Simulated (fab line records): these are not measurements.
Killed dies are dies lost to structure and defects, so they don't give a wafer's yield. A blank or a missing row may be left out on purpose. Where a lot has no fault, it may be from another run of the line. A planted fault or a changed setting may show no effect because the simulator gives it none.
Chamber matching / flow gf180mcu / 3 sister chambers for GF_CONTACT_CVD_02 on pecvd-02
The step deposits SiO2 from TEOS, target thk 860 nm, time 95.992 s. 3 wafers are shown with their chamber, then 7 later ones without.

## EACH WAFER AND ITS CHAMBER
wafer=L624.5; chamber=2; heater-power-w (W)=780
wafer=L636.4; chamber=0; heater-power-w (W)=682
wafer=L636.5; chamber=1; heater-power-w (W)=612

## WAFERS WITHOUT THEIR CHAMBER
wafer=L636.6; heater-power-w (W)=612
wafer=L638.1; heater-power-w (W)=536
wafer=L638.4; heater-power-w (W)=599
wafer=L638.5; heater-power-w (W)=627
wafer=L639.2; heater-power-w (W)=604
wafer=L639.4; heater-power-w (W)=761
wafer=L639.6; heater-power-w (W)=656

## EACH ONE'S CHAMBER
wafer=L636.6; from the rows above=1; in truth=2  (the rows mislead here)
wafer=L638.1; from the rows above=1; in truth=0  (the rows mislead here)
wafer=L638.4; from the rows above=1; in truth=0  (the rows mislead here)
wafer=L638.5; from the rows above=can't be placed: 1 or 0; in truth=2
wafer=L639.2; from the rows above=1; in truth=1
wafer=L639.4; from the rows above=can't be placed: 2 or 0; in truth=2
wafer=L639.6; from the rows above=can't be placed: 0 or 1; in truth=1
Correctly placed: 1 of 7. Unplaceable from these rows: 3, with the true chamber sitting among the candidates in 2. Number placed wrongly: 3.
How it was worked out, from the rows above alone: a wafer's distance from a chamber is the root of the sum, over the readings, of the square of ((its reading less the chamber's mean) divided by the reading's scatter). The wafer belongs to the nearest chamber; if the next one is less than 2 further off, it can't be placed. The mean given for a chamber averages the wafers shown for that chamber. The scatter: with one shown wafer a chamber, the root of the mean of the squares of how far each hidden wafer lies from its nearest shown one.
